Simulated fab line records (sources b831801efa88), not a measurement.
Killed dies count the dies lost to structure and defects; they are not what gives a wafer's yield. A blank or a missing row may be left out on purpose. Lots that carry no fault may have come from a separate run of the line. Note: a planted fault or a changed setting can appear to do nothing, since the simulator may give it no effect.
Which tool was responsible?	flow sky130	36 wafers from 12 lots sampled at 5 of the route's 708 steps

## WHAT THE GAUGES SHOWED, per wafer
SKY_LOCAL_INTERCONNECT_RS_MEAS_01: uses a four-point probe to measure. Usual: LOCAL_INTERCONNECT_TIN_RS gives 14.21 ohm/sq (standard deviation 0.22).
lot	measured	on	LOCAL_INTERCONNECT_TIN_RS (ohm/sq)	flag
L347	day 30 01:07	filmMetro-04	14.03 14.04 14.07	
L346	day 30 19:56	filmMetro-04	14.41 13.97 14.51	
L349	day 30 18:54	filmMetro-01	14.52 14.19 14.33	
L348	day 30 20:16	filmMetro-04	13.90 14.00 13.85	
L351	day 31 00:29	filmMetro-01	14.45 14.14 14.35	
L354	day 32 04:32	filmMetro-03	14.37 14.48 14.35	
L355	day 32 17:41	filmMetro-04	14.01 14.22 14.23	
L357	day 32 20:41	filmMetro-03	14.14 14.27 14.57	
L358	day 33 19:21	filmMetro-03	14.06 13.85 14.18	
L360	day 34 13:07	filmMetro-01	14.15 14.58 14.57	
L365	day 35 19:54	filmMetro-01	14.51 14.35 14.02	
L369	day 37 00:02	filmMetro-03	14.27 14.08 14.18	

SKY_CONTACT_BOW_MEAS_05. Usual: CONTACT_BOW gives 81 um (standard deviation 7.1).
lot	measured	on	CONTACT_BOW (um)	flag
L347	day 31 06:24	filmMetro-02	63 84 80	
L346	day 32 01:20	filmMetro-03	104 86 93	
L349	day 32 00:57	filmMetro-01	81 81 98	
L348	day 32 02:01	filmMetro-01	82 94 83	
L351	day 32 05:54	filmMetro-03	92 89 78	
L354	day 33 09:27	filmMetro-02	71 83 76	
L355	day 33 21:39	filmMetro-01	84 87 89	
L357	day 34 00:00	filmMetro-03	68 79 74	
L358	day 34 23:41	filmMetro-01	86 77 86	
L360	day 35 17:18	filmMetro-03	76 76 82	
L365	day 36 22:53	filmMetro-02	82 80 86	
L369	day 38 04:00	filmMetro-03	69 72 85	

## EACH LOT AND THE TOOL THAT RAN IT (in order: tool; ch and the chambers of the sampled wafers; start)
lot	SKY_VT_ADJUST_PCH_COAT_02	SKY_VT_ADJUST_PCH_STRIP_09	SKY_LI_CONTACT_CVD_21
L347	lithoTrack-03 ch 0, day 10 16:29	plasmaAsher-02 ch 0,1, day 11 04:41	cvdW-01 ch 0,1, day 30 00:17
L346	lithoTrack-03 ch 0, day 10 19:01	plasmaAsher-02 ch 0,1, day 11 07:02	cvdW-02 ch 0,1, day 30 19:16
L349	lithoTrack-02 ch 0, day 10 19:52	plasmaAsher-02 ch 0,1, day 11 07:47	cvdW-02 ch 1, day 30 18:13
L348	lithoTrack-01 ch 0, day 10 21:23	plasmaAsher-02 ch 0,1, day 11 09:15	cvdW-01 ch 0,1, day 30 19:35
L351	lithoTrack-02 ch 0, day 11 11:10	plasmaAsher-03 ch 0,1, day 12 00:27	cvdW-02 ch 0,1, day 30 23:49
L354	lithoTrack-02 ch 0, day 12 15:14	plasmaAsher-03 ch 0,1, day 13 04:41	cvdW-02 ch 0,1, day 32 03:52
L355	lithoTrack-02 ch 0, day 13 05:44	plasmaAsher-04 ch 0,1, day 13 18:16	cvdW-02 ch 0,1, day 32 17:01
L357	lithoTrack-02 ch 0, day 13 09:43	plasmaAsher-04 ch 0,1, day 13 22:09	cvdW-01 ch 1, day 32 19:59
L358	lithoTrack-03 ch 0, day 13 17:26	plasmaAsher-03 ch 0,1, day 14 07:15	cvdW-01 ch 0,1, day 33 18:40
L360	lithoTrack-03 ch 0, day 14 21:31	plasmaAsher-04 ch 0,1, day 15 11:14	cvdW-02 ch 0,1, day 34 12:26
L365	lithoTrack-03 ch 0, day 16 06:10	plasmaAsher-03 ch 1, day 16 20:50	cvdW-01 ch 0, day 35 19:14
L369	lithoTrack-03 ch 0, day 17 13:22	plasmaAsher-04 ch 0,1, day 18 04:59	cvdW-01 ch 0,1, day 36 23:22
- SKY_VT_ADJUST_PCH_COAT_02: resist thk 3000 nm.
- SKY_VT_ADJUST_PCH_STRIP_09: strips in O2/N2.
- SKY_LI_CONTACT_CVD_21: deposits W, target thk 400 nm, time 120.56 s.

## AS READ BY THE TOOLS THEMSELVES (means over the sampled wafers that have a number; for cases with no such wafer, the mark the record gives instead)
SKY_VT_ADJUST_PCH_COAT_02. Usual: exhaustPa 45.2 Pa, standard deviation 0.87; spinSpeedRpm 2000.0 rpm, standard deviation 1.4.
lot	tool	exhaustPa (Pa)	spinSpeedRpm (rpm)	flag
L347	lithoTrack-03	44.9	1999.3	
L346	lithoTrack-03	45.5	1997.6	
L349	lithoTrack-02	44.3	2002.3	
L348	lithoTrack-01	44.6	2000.1	
L351	lithoTrack-02	45.0	1998.6	
L354	lithoTrack-02	45.0	1999.9	
L355	lithoTrack-02	45.1	2001.2	
L357	lithoTrack-02	44.9	2000.3	
L358	lithoTrack-03	45.4	1999.3	
L360	lithoTrack-03	45.2	2000.5	
L365	lithoTrack-03	45.9	1927.2	OFF
L369	lithoTrack-03	45.4	1927.9	OFF

SKY_VT_ADJUST_PCH_STRIP_09. Usual: drypumpMotorCurrentA 5.5 A, standard deviation 0.4; oesProductAu 0.722 a.u., standard deviation 0.0053; stripTimeToEndpointS 36.98 s, standard deviation 0.097.
lot	tool	drypumpMotorCurrentA (A)	oesProductAu (a.u.)	stripTimeToEndpointS (s)	flag
L347	plasmaAsher-02	5.6	0.723	36.97	
L346	plasmaAsher-02	5.8	0.726	36.89	
L349	plasmaAsher-02	5.6	0.721	36.96	
L348	plasmaAsher-02	5.8	0.714	37.06	
L351	plasmaAsher-03	5.3	0.730	37.08	
L354	plasmaAsher-03	5.7	0.723	37.05	
L355	plasmaAsher-04	5.3	0.721	37.05	
L357	plasmaAsher-04	5.5	0.719	37.06	
L358	plasmaAsher-03	5.3	0.729	36.96	
L360	plasmaAsher-04	5.3	0.721	37.20	
L365	plasmaAsher-03	5.0	0.719	37.65	OFF
L369	plasmaAsher-04	5.3	0.728	37.57	OFF

SKY_LI_CONTACT_CVD_21. Usual: 828 W for heaterPowerW, sd 50.
lot	tool	heaterPowerW (W)	flag
L347	cvdW-01	873	
L346	cvdW-02	782	
L349	cvdW-02	791	
L348	cvdW-01	859	
L351	cvdW-02	795	
L354	cvdW-02	800	
L355	cvdW-02	798	
L357	cvdW-01	904	
L358	cvdW-01	878	
L360	cvdW-02	783	
L365	cvdW-01	857	
L369	cvdW-01	897	

## THE ANSWER, worked out from the rows above alone
Rule: a lot is off if the mean of its wafers that have a number lies more than 3 standard deviations from the usual mean. Also off: a lot with no number at a reading for which 4 or more lots have one. Any other lot the step has rows for is counted as sound. Order of review: gauges by route order, followed by the tools' own readings, for which a lot's mean as printed above is used. The first step at which some lot is off is used, and at that step the reading that is off furthest; a lot without a number counts as furthest.
Off, at SKY_VT_ADJUST_PCH_COAT_02 on spinSpeedRpm: L365, L369.
A tool fits if, at that step or a process step before it, it ran every lot that is off, and no sound lot after the first of them. One fits: SKY_VT_ADJUST_PCH_COAT_02 on lithoTrack-03. A fault onset in the window from L360 (day 14 21:31, its last sound lot) to L365 (day 16 06:10, its first lot off) fits.
The tool's own readings at SKY_VT_ADJUST_PCH_COAT_02 bear it out: on the lots that are off they differ by more than 5 times the standard deviation of the sound lots' means. spinSpeedRpm reads 1927.6 rpm there against 1999.9 rpm on the sound lots.

## WHAT WAS PUT IN BY THE SIMULATOR
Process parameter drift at SKY_VT_ADJUST_PCH_COAT_02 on lithoTrack-03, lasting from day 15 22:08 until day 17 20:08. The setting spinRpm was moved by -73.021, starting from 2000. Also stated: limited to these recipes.
Shown lots that were struck: L365, L369. This agrees with what the rule above found.
